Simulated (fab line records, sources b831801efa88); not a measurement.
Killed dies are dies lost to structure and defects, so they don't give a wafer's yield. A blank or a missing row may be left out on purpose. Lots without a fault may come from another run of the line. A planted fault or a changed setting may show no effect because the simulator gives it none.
Chamber matching | flow gf180mcu | GF_V1_CVD_02 on pecvd-01: 3 sister chambers
The step deposits SiO2 from TEOS, target thk 850 nm, time 94.851 s. 15 wafers are shown with their chamber, then 7 later ones without.

WAFERS WITH THEIR CHAMBER
wafer  | chamber | heater_power_w (W)
L766.1 | 1       | 695
L766.4 | 0       | 516
L766.5 | 1       | 570
L768.1 | 1       | 683
L768.4 | 0       | 556
L768.6 | 2       | 572
L772.1 | 2       | 504
L772.3 | 1       | 673
L772.6 | 1       | 696
L774.3 | 1       | 661
L774.5 | 1       | 690
L774.6 | 2       | 533
L777.4 | 1       | 684
L777.5 | 0       | 559
L777.6 | 2       | 518

SIGNATURES (means of the wafers above)
reading        | chamber 0 | chamber 1 | chamber 2 | scatter within a chamber
heater_power_w | 543.67    | 669.00    | 531.75    | 36.4
Rule: a wafer's distance from a chamber is the root of the sum, over the readings, of the square of ((its reading less the chamber's mean) divided by the reading's scatter). The wafer belongs to the nearest chamber; if the next one is less than 2 further off, it can't be placed. The scatter: the root of (the sum of the squares of (reading less its chamber's mean) over the shown wafers, divided by (wafers less chambers)).

WAFERS WITHOUT THEIR CHAMBER
wafer  | heater_power_w (W)
L778.1 | 559
L778.5 | 488
L778.6 | 688
L782.4 | 550
L782.6 | 569
L785.4 | 527
L785.5 | 557

WHICH CHAMBER EACH WENT THROUGH
wafer  | from the rows above     | in truth
L778.1 | can't be placed: 0 or 2 | 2
L778.5 | can't be placed: 2 or 0 | 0
L778.6 | 1                       | 1
L782.4 | can't be placed: 0 or 2 | 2
L782.6 | can't be placed: 0 or 2 | 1
L785.4 | can't be placed: 2 or 0 | 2
L785.5 | can't be placed: 0 or 2 | 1
Placed correctly: 1 of 7. Can't be placed from these rows: 6 (the true chamber is among the candidates in 4). Placed wrongly: 0.
